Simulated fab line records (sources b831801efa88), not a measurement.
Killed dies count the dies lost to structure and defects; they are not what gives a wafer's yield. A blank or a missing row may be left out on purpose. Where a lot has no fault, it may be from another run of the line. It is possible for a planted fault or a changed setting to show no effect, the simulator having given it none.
fab line records	flow sky130
[record] lots = 12	wafers = 36	last-day = 51
route steps=708 shown METAL2@502 VIA2@508 METAL3@535 CAPM@539 PAD_OPEN@708
lots that met no fault: taken from a fault-free run of the same line
start-h: start of the lot's first displayed wafer, in hours after the record's first day	wait-h: hours elapsed since this lot's preceding step	" same as the row above	L1.1+2: a row that stands for several wafers	- value missing, or start not given	* or withheld: withheld	< > ~ a bound
route shown NAME@n: NAME is a module with steps in the file, n the number in the route of the first one	usual: mean/standard deviation taken from wafers without a fault	same: alike in all rows	chamber/n: place in a boat	sites: readings site by site	_std_site: the standard deviation of these	_edge_site: inner sites' mean taken away from outer sites' mean	radius-mm: for every site, how far away it sits from the centre of the wafer	mask NAME#n: copy n	behind: tool/chamber where the wafer was last shaped	hold: cause of the lot's hold/its duration in hours/its outcome	device: transistor that didn't switch, given as n, p or np	end of line: the route-end tests of the same wafers	a step without rows: its recipe alone	killed: count of dies lost to structure and defects at first sort (not the wafer's yield)	map: a wafer's dies, marking killed ones x, the rest . and places with no die _
set.NAME: the setting as run; set.NAME@STEP: as run at that earlier step	model.NAME: the simulator's own value behind a step, which no gauge read
steps of the route over a sample of lots; a table a step, a row a wafer
services: a tool's chamber out of use, with start hour (start-h, from the record's first day; less than 0 if before it), hours out, and reason
[[steps]]
[step SKY_METAL2_METAL_ETCH_19]
[recipe] target-depth-a = 3600	stop-on = SiO2	over-etch-frac = 0.3	time-s = 78	chemistry = Cl2/BCl3	resist-sidewall-deg = 88	pressure-mtorr = 10	icp-w = 900	bias-w = 48.5	Cl2_flow_sccm = 60	bcl3-flow-sccm = 30
[usual] bcl3-flow-sccm = 30.01/0.07	drypump-motor-current-A = 5.7/0.37	oes-product-au = 0.851/0.0059	throttle-valve-pct = 22.264/0.01
[same] time-s = 78
lot.wafer	tool	chamber	start-h	wait-h	bcl3-flow-sccm	drypump-motor-current-A	oes-product-au	rf-hours-counter-h	throttle-valve-pct
L404.1	rie-metal-03	1	859.34	0.0	30.09	6.3	0.843	15	22.275
L404.2	"	0	"	"	29.93	5.5	0.861	7	22.271
L404.3	"	1	"	"	30.18	6.3	0.849	-	22.261
L406.1	rie-metal-04	0	870.19	0.0	30.04	5.5	0.855	19	22.253
L406.2	"	1	"	"	30.03	5.9	0.856	1	22.265
L406.4	"	0	"	"	30.00	5.6	0.856	-	22.254
L407.1	rie-metal-01	1	895.19	0.0	30.04	5.1	0.842	15	22.260
L407.2	"	0	"	"	29.95	5.8	0.846	4	22.257
L407.5	"	0	"	"	30.11	5.8	0.860	-	22.264
L408.4	rie-metal-04	1	899.69	0.1	30.07	5.8	0.852	-	22.257
L408.5	"	1	"	"	30.06	5.9	0.855	-	22.251
L408.6	"	1	"	"	30.11	5.9	0.843	-	22.258
L410.1	rie-metal-01	1	904.18	0.1	29.93	5.1	0.852	17	22.277
L410.2	"	1	"	"	29.99	5.1	0.850	-	22.258
L410.6	"	1	"	"	30.04	5.1	0.858	-	22.278
L413.2	rie-metal-03	1	928.35	0.0	30.09	6.3	0.852	18	22.265
L413.4	"	0	"	"	29.97	5.5	0.852	-	22.255
L413.6	"	1	"	"	30.20	6.4	0.844	-	22.255
L414.1	rie-metal-03	0	939.35	0.1	30.04	5.5	0.848	10	22.281
L414.2	"	0	"	"	30.02	5.5	0.857	-	22.255
L414.5	"	0	"	"	30.02	5.5	0.853	-	22.271
L415.2	rie-metal-03	0	948.68	0.1	29.93	5.5	0.863	-	22.293
L415.4	"	0	"	"	30.01	5.5	0.842	-	22.289
L415.5	"	0	"	"	29.97	5.5	0.848	-	22.284
L424.1	rie-metal-01	0	996.85	0.0	30.03	5.8	0.851	7	22.267
L424.2	"	1	"	"	29.99	5.1	0.851	22	22.269
L424.6	"	1	"	"	30.03	5.1	0.857	-	22.254
L425.1	rie-metal-03	1	1006.90	0.0	30.03	6.3	0.853	3	22.279
L425.2	"	0	"	"	29.96	5.5	0.851	14	22.266
L425.4	"	0	"	"	30.03	5.5	0.851	-	22.263
L426.2	rie-metal-04	1	1012.68	0.1	30.04	5.9	0.842	9	22.279
L426.3	"	0	"	"	30.03	5.5	0.838	-	22.270
L426.6	"	0	"	"	30.05	5.5	0.848	-	22.260
L427.1	rie-metal-03	1	1017.24	0.0	30.04	6.3	0.861	3	22.269
L427.2	"	0	"	"	29.95	5.5	0.842	15	22.263
L427.3	"	0	"	"	29.87	5.5	0.854	-	22.278
[step SKY_VIA2_THK_MEAS_01]
[recipe] reads = SiO2_of_VIA2_HDPCVD_00
[usual] VIA2_HDPCVD_THK = 1188/14
lot.wafer	tool	chamber	start-h	wait-h	VIA2_HDPCVD_THK[nm]
L404.1	film-metro-02	-	860.14	0.1	1196
L404.2	"	-	"	"	1192
L404.3	"	-	"	"	1196
L406.1	film-metro-02	-	870.99	0.1	1179
L406.2	"	-	"	"	1189
L406.4	"	-	"	"	1189
L407.1	film-metro-02	-	895.99	0.1	1198
L407.2	"	-	"	"	1199
L407.5	"	-	"	"	1189
L408.4	film-metro-02	-	900.52	0.0	1177
L408.5	"	-	"	"	1185
L408.6	"	-	"	"	1164
L410.1	film-metro-01	-	905.08	0.1	1202
L410.2	"	-	"	"	1198
L410.6	"	-	"	"	1194
L413.2	film-metro-03	-	929.29	0.1	1184
L413.4	"	-	"	"	1185
L413.6	"	-	"	"	1194
L414.1	film-metro-02	-	940.35	0.1	1183
L414.2	"	-	"	"	1196
L414.5	"	-	"	"	1176
L415.2	film-metro-03	-	949.61	0.1	1184
L415.4	"	-	"	"	1186
L415.5	"	-	"	"	1185
L424.1	film-metro-02	-	997.76	0.1	1175
L424.2	"	-	"	"	1184
L424.6	"	-	"	"	1164
L425.1	film-metro-02	-	1007.78	0.1	1202
L425.2	"	-	"	"	1208
L425.4	"	-	"	"	1192
L426.2	film-metro-02	-	1013.59	0.1	1150
L426.3	"	-	"	"	1160
L426.6	"	-	"	"	1180
L427.1	film-metro-03	-	1018.04	0.1	1192
L427.2	"	-	"	"	1175
L427.3	"	-	"	"	1165
[step SKY_METAL3_SPUTTER_03]
[recipe] material = Ti	target-thk-nm = 5	power-w = 3000	time-s = 3.3	chamber-pressure-pa = 0.4
[usual] cathode-dc-power-W = 3000.0/0.56	throttle-valve-pct = 30.2/1.1
[same] time-s = 3.3
lot.wafer	tool	chamber	start-h	wait-h	cathode-dc-power-W	throttle-valve-pct
L404.1	pvd-sputter-01	-	889.02	0.0	3000.1	29.6
L404.2	"	-	"	"	3000.5	30.5
L404.3	"	-	"	"	3000.7	30.7
L406.1	pvd-sputter-03	-	899.31	0.0	2999.0	30.6
L406.2	"	-	"	"	3001.0	32.1
L406.4	"	-	"	"	3000.9	29.6
L407.1	pvd-sputter-01	-	924.27	0.0	3000.3	27.9
L407.2	"	-	"	"	3000.2	30.3
L407.5	"	-	"	"	3001.0	29.7
L408.4	pvd-sputter-02	-	928.06	0.0	2999.6	30.8
L408.5	"	-	"	"	3000.1	29.9
L408.6	"	-	"	"	3000.3	32.1
L410.1	pvd-sputter-03	-	933.81	0.0	2999.7	30.5
L410.2	"	-	"	"	3000.0	31.7
L410.6	"	-	"	"	3000.2	30.6
L413.2	pvd-sputter-02	-	957.07	0.0	3000.3	31.9
L413.4	"	-	"	"	2999.3	30.2
L413.6	"	-	"	"	2999.2	29.8
L414.1	pvd-sputter-02	-	967.02	0.0	2999.8	29.9
L414.2	"	-	"	"	3000.1	30.9
L414.5	"	-	"	"	2998.8	30.8
L415.2	pvd-sputter-03	-	977.38	0.0	2999.8	29.8
L415.4	"	-	"	"	3000.2	30.3
L415.5	"	-	"	"	3000.0	29.9
L424.1	pvd-sputter-03	-	1024.33	0.0	2999.2	30.4
L424.2	"	-	"	"	2999.9	29.4
L424.6	"	-	"	"	3000.7	29.3
L425.1	pvd-sputter-03	-	1033.91	0.0	2999.2	31.7
L425.2	"	-	"	"	2999.2	29.7
L425.4	"	-	"	"	3000.1	30.3
L426.2	pvd-sputter-02	-	1039.24	0.0	3000.9	30.7
L426.3	"	-	"	"	3000.1	29.7
L426.6	"	-	"	"	3000.0	29.9
L427.1	pvd-sputter-01	-	1044.00	0.0	2999.4	30.9
L427.2	"	-	"	"	3000.8	27.5
L427.3	"	-	"	"	2999.8	30.4
[step SKY_CAPM_SPUTTER_02]
[recipe] material = TiN	target-thk-nm = 200	temp-c = 300	power-w = 6500	time-s = 171.6	chamber-pressure-pa = 0.4
[usual] cathode-dc-power-W = 6499.8/1.2	throttle-valve-pct = 30.4/0.94
[same] time-s = 171.6
lot.wafer	tool	chamber	start-h	wait-h	cathode-dc-power-W	throttle-valve-pct
L404.1	pvd-sputter-04	-	889.17	0.1	6501.8	30.3
L404.2	"	-	"	"	6500.1	30.7
L404.3	"	-	"	"	6502.7	31.1
L406.1	pvd-sputter-04	-	899.46	0.1	6500.8	30.8
L406.2	"	-	"	"	6499.8	30.5
L406.4	"	-	"	"	6501.1	30.7
L407.1	pvd-sputter-04	-	924.42	0.1	6499.8	30.9
L407.2	"	-	"	"	6500.0	30.6
L407.5	"	-	"	"	6498.5	31.0
L408.4	pvd-sputter-01	-	928.21	0.0	6499.8	31.0
L408.5	"	-	"	"	6500.9	30.2
L408.6	"	-	"	"	6498.5	31.1
L410.1	pvd-sputter-02	-	933.96	0.1	6501.4	30.1
L410.2	"	-	"	"	6496.8	29.9
L410.6	"	-	"	"	6500.7	31.0
L413.2	pvd-sputter-04	-	957.22	0.0	6273.1	30.6
L413.4	"	-	"	"	6270.4	30.7
L413.6	"	-	"	"	6271.9	30.9
L414.1	pvd-sputter-04	-	967.17	0.1	6270.6	30.4
L414.2	"	-	"	"	6270.3	30.9
L414.5	"	-	"	"	6271.8	30.5
L415.2	pvd-sputter-02	-	977.53	0.0	6499.4	29.9
L415.4	"	-	"	"	6499.8	30.9
L415.5	"	-	"	"	6499.5	32.0
L424.1	pvd-sputter-01	-	1024.48	0.1	6500.7	29.9
L424.2	"	-	"	"	6500.8	28.1
L424.6	"	-	"	"	6499.2	29.6
L425.1	pvd-sputter-01	-	1034.06	0.1	6499.5	29.5
L425.2	"	-	"	"	6499.0	31.0
L425.4	"	-	"	"	6499.2	27.8
L426.2	pvd-sputter-01	-	1039.39	0.0	6499.1	30.3
L426.3	"	-	"	"	6499.1	27.8
L426.6	"	-	"	"	6498.9	27.8
L427.1	pvd-sputter-04	-	1044.15	0.1	6500.8	31.2
L427.2	"	-	"	"	6499.7	30.9
L427.3	"	-	"	"	6500.8	31.4
[step SKY_PAD_OPEN_PROBE_99]
[usual] defect-limited-yield = 82.5/1.9	killed_at_M0_to_M3 = 43/6.4	killed_at_M4_up = 3.3/1.9	killed-at-contacts = 24/5.7	killed-at-front-end = 15/4.7	killed-at-other = 0.3/0.48	killed-dies = 86/9.2	killed-open = 47/7	killed-short = 39/6.5	sort_bin_3_pad_short = 0.8/0.38	sort_bin_5_function = 10.3/1.4	sort_bin_6_memory = 6.3/1.1	sort-n-pass = 406/9.2	sort-yield-pct = 82.5/1.9
[same] gross-dies = 492	killed-at-back-side = 0	sort_bin_4_leakage[%] = 0	sort_bin_8_speed[%] = 0
lot.wafer	tool	chamber	start-h	wait-h	defect-limited-yield[%]	killed_at_M0_to_M3	killed_at_M4_up	killed-at-contacts	killed-at-front-end	killed-at-other	killed-dies	killed-open	killed-short	sort_bin_3_pad_short[%]	sort_bin_5_function[%]	sort_bin_6_memory[%]	sort-n-pass	sort-yield-pct[%]
L407.1	prober-01	-	1145.32	0.1	80.7	56	2	18	19	0	95	55	40	0.8	11.0	7.5	397	80.7
L407.2	prober-01	-	1145.37	0.1	79.5	43	5	29	24	0	101	51	50	0.6	13.0	6.9	391	79.5
L407.5	prober-01	-	1145.52	0.2	80.3	49	4	21	22	1	97	53	43	0.8	13.8	5.1	395	80.3
L408.4	prober-02	-	1148.95	0.2	82.3	44	6	22	15	0	87	46	41	0.8	11.4	5.5	405	82.3
L408.5	prober-02	-	1149.00	0.2	83.5	40	2	23	16	0	81	46	34	1.2	10.2	5.1	411	83.5
L408.6	prober-02	-	1149.05	0.2	82.9	43	4	22	15	0	84	38	45	0.2	11.0	5.9	408	82.9
L413.2	prober-01	-	1173.92	0.1	81.3	46	2	25	19	0	92	49	43	1.6	11.8	5.3	400	81.3
L413.4	prober-01	-	1174.02	0.2	84.8	38	2	20	15	0	75	44	31	0.8	8.7	5.7	417	84.8
L413.6	prober-01	-	1174.12	0.2	81.3	45	7	22	18	0	92	63	29	0.2	11.8	6.7	400	81.3
L414.1	prober-02	-	1177.82	0.1	79.1	55	2	28	18	0	103	52	51	0.6	13.8	6.5	389	79.1
L414.2	prober-02	-	1177.87	0.1	82.9	44	1	21	18	0	84	53	31	0.8	11.2	5.1	408	82.9
L414.5	prober-02	-	1178.02	0.2	82.1	45	5	15	23	0	88	49	39	0.6	10.0	7.3	404	82.1
L424.1	prober-02	-	1215.08	0.1	83.5	40	1	30	10	0	81	46	35	1.2	9.1	6.1	411	83.5
L424.2	prober-02	-	1215.13	0.1	84.3	40	5	22	10	0	77	41	36	0.8	8.3	6.5	415	84.3
L424.6	prober-02	-	1215.33	0.2	86.0	39	2	17	10	1	69	44	25	0.4	8.7	4.9	423	86.0
L425.1	prober-01	-	1223.05	0.1	84.8	31	5	18	21	0	75	36	39	1.2	8.1	5.9	417	84.8
L425.2	prober-01	-	1223.10	0.1	81.7	45	6	22	17	0	90	42	48	1.0	11.4	5.9	402	81.7
L425.4	prober-01	-	1223.20	0.2	83.5	38	6	24	13	0	81	41	40	1.0	9.8	5.7	411	83.5
// killed by level:class
L407.1 VIA1:geometric-particle:open=14 METAL2:geometric-particle:short=10 VIA2:geometric-particle:open=9 FIELD_ISO:geometric-particle:open=7 CONTACT:geometric-particle:open=7 VIA3:geometric-particle:open=7 FIELD_ISO:geometric-particle:short=5 VIA1:geometric-particle:short=5
L407.2 VIA1:geometric-particle:open=18 CONTACT:geometric-particle:open=10 FIELD_ISO:geometric-particle:short=9 METAL1:geometric-particle:short=8 LOCAL_INTERCONNECT:geometric-particle:short=7 METAL2:geometric-particle:short=5 FIELD_ISO:geometric-particle:open=4 SPACER:geometric-particle:open=4
L407.5 VIA1:geometric-particle:open=14 CONTACT:geometric-particle:open=8 METAL2:geometric-particle:short=8 FIELD_ISO:geometric-particle:open=6 VIA3:geometric-particle:open=6 LOCAL_INTERCONNECT:geometric-particle:short=5 VIA2:geometric-particle:open=5 FIELD_ISO:geometric-particle:short=4
L408.4 VIA1:geometric-particle:open=11 LOCAL_INTERCONNECT:geometric-particle:short=6 METAL4:geometric-particle:short=6 VIA3:geometric-particle:open=5 POLY_GATE:geometric-particle:open=5 CONTACT:geometric-particle:open=5 METAL1:geometric-particle:short=5 VIA1:geometric-particle:short=5
L408.5 LI_CONTACT:geometric-particle:open=9 VIA1:geometric-particle:open=9 VIA3:geometric-particle:open=8 FIELD_ISO:geometric-particle:short=5 CONTACT:geometric-particle:open=5 POLY_GATE:geometric-particle:open=4 CONTACT:geometric-particle:short=4 METAL3:geometric-particle:short=4
L408.6 VIA1:geometric-particle:open=13 METAL1:geometric-particle:short=7 CONTACT:geometric-particle:open=7 POLY_GATE:geometric-particle:short=5 METAL2:geometric-particle:short=5 LI_CONTACT:geometric-particle:short=4 FIELD_ISO:geometric-particle:short=4 LI_CONTACT:geometric-particle:open=4
L413.2 LI_CONTACT:geometric-particle:open=9 METAL3:geometric-particle:short=8 VIA2:geometric-particle:open=7 CONTACT:geometric-particle:open=6 METAL2:geometric-particle:short=6 VIA3:geometric-particle:open=6 VIA3:geometric-particle:short=6 CONTACT:geometric-particle:short=5
L413.4 VIA3:geometric-particle:open=9 CONTACT:geometric-particle:open=8 LI_CONTACT:geometric-particle:open=8 VIA2:geometric-particle:open=7 METAL1:geometric-particle:short=6 VIA1:geometric-particle:open=6 POLY_GATE:geometric-particle:short=5 POLY_GATE:geometric-particle:open=4
L413.6 VIA2:geometric-particle:open=11 VIA1:geometric-particle:open=9 CONTACT:geometric-particle:open=8 VIA3:geometric-particle:open=8 LI_CONTACT:geometric-particle:open=7 FIELD_ISO:geometric-particle:short=6 POLY_GATE:geometric-particle:open=6 METAL1:geometric-particle:short=6
L414.1 CONTACT:geometric-particle:open=11 VIA2:geometric-particle:open=10 METAL2:geometric-particle:short=8 VIA1:geometric-particle:open=8 FIELD_ISO:geometric-particle:short=7 METAL1:geometric-particle:short=7 VIA3:geometric-particle:open=7 LI_CONTACT:geometric-particle:open=6
L414.2 VIA1:geometric-particle:open=12 CONTACT:geometric-particle:open=9 VIA2:geometric-particle:open=9 LI_CONTACT:geometric-particle:open=7 METAL2:geometric-particle:short=6 FIELD_ISO:geometric-particle:short=5 POLY_GATE:geometric-particle:short=5 VIA3:geometric-particle:open=5
L414.5 VIA1:geometric-particle:open=11 FIELD_ISO:geometric-particle:open=8 CONTACT:geometric-particle:open=6 METAL3:geometric-particle:short=6 VIA2:geometric-particle:short=5 VIA2:geometric-particle:open=5 VIA3:geometric-particle:open=5 METAL1:geometric-particle:short=4
L424.1 VIA1:geometric-particle:open=11 LI_CONTACT:geometric-particle:open=9 CONTACT:geometric-particle:open=8 VIA3:geometric-particle:open=6 FIELD_ISO:geometric-particle:short=5 VIA1:geometric-particle:short=5 LOCAL_INTERCONNECT:geometric-particle:short=4 CONTACT:geometric-particle:short=4
L424.2 VIA3:geometric-particle:open=10 CONTACT:geometric-particle:open=9 VIA1:geometric-particle:open=7 METAL1:geometric-particle:short=6 METAL2:geometric-particle:short=6 LI_CONTACT:geometric-particle:open=5 VIA2:geometric-particle:open=5 POLY_GATE:geometric-particle:short=3
L424.6 VIA1:geometric-particle:open=10 VIA3:geometric-particle:open=9 VIA2:geometric-particle:open=8 LI_CONTACT:geometric-particle:open=5 CONTACT:geometric-particle:open=4 CONTACT:geometric-particle:short=4 METAL2:geometric-particle:short=4 POLY_GATE:geometric-particle:open=3
L425.1 FIELD_ISO:geometric-particle:short=7 LOCAL_INTERCONNECT:geometric-particle:short=7 VIA2:geometric-particle:open=7 CONTACT:geometric-particle:open=6 VIA1:geometric-particle:open=5 FIELD_ISO:geometric-particle:open=4 POLY_GATE:geometric-particle:short=4 METAL1:geometric-particle:short=4
L425.2 VIA2:geometric-particle:open=8 LI_CONTACT:geometric-particle:open=7 CONTACT:geometric-particle:open=7 VIA1:geometric-particle:open=7 VIA1:geometric-particle:short=7 METAL4:geometric-particle:short=6 FIELD_ISO:geometric-particle:short=5 VIA3:geometric-particle:short=5
L425.4 VIA1:geometric-particle:open=10 CONTACT:geometric-particle:open=8 LOCAL_INTERCONNECT:geometric-particle:short=6 VIA1:geometric-particle:short=6 POLY_GATE:geometric-particle:short=5 VIA3:geometric-particle:open=5 FIELD_ISO:geometric-particle:open=4 METAL2:geometric-particle:short=4
[[services]]
tool	chamber	start-h	hours	kind
rie-metal-04	1	836.68	-	clean
rie-metal-04	1	836.68	17.0	scheduled-down
rie-metal-04	1	836.68	17.0	vent-cycle
rie-metal-03	-	843.60	0.9	repair
pvd-sputter-02	-	863.09	2.9	repair
pvd-sputter-03	-	869.40	3.0	repair
rie-metal-04	0	892.00	-	clean
rie-metal-04	0	892.00	26.6	scheduled-down
rie-metal-04	0	892.00	26.6	vent-cycle
rie-metal-01	0	898.90	26.7	repair
rie-metal-03	1	933.95	-	clean
rie-metal-03	1	933.95	16.7	scheduled-down
rie-metal-03	1	933.95	16.7	vent-cycle
pvd-sputter-01	-	977.75	1.7	repair
pvd-sputter-04	-	988.61	3.7	repair
rie-metal-01	-	1006.51	2.8	pm
pvd-sputter-01	-	1022.04	2.3	repair
rie-metal-01	1	1041.61	-	clean
rie-metal-01	1	1041.61	19.9	scheduled-down
rie-metal-01	1	1041.61	19.9	vent-cycle
[[key]]
[first-sign] step = SKY_CAPM_SPUTTER_02	reading = cathode-dc-power-W	direction = down	sigmas = 99+	usual = 6499.8	struck = 6271.4
effect none on later readings
met-at SKY_CAPM_SPUTTER_02
struck-lots L413,L414
not-acting-at SKY_METAL2_METAL_ETCH_19,SKY_VIA2_THK_MEAS_01,SKY_METAL3_SPUTTER_03
onset-between 924.42 957.22
[fault] kind = process-parameter-drift	tool = pvd-sputter-04	chamber = -	onset-h = 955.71	steps = SKY_CAPM_SPUTTER_02	channel = power-w	offset = *	shape = step	end-h = 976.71	acts-in = *	stated = *
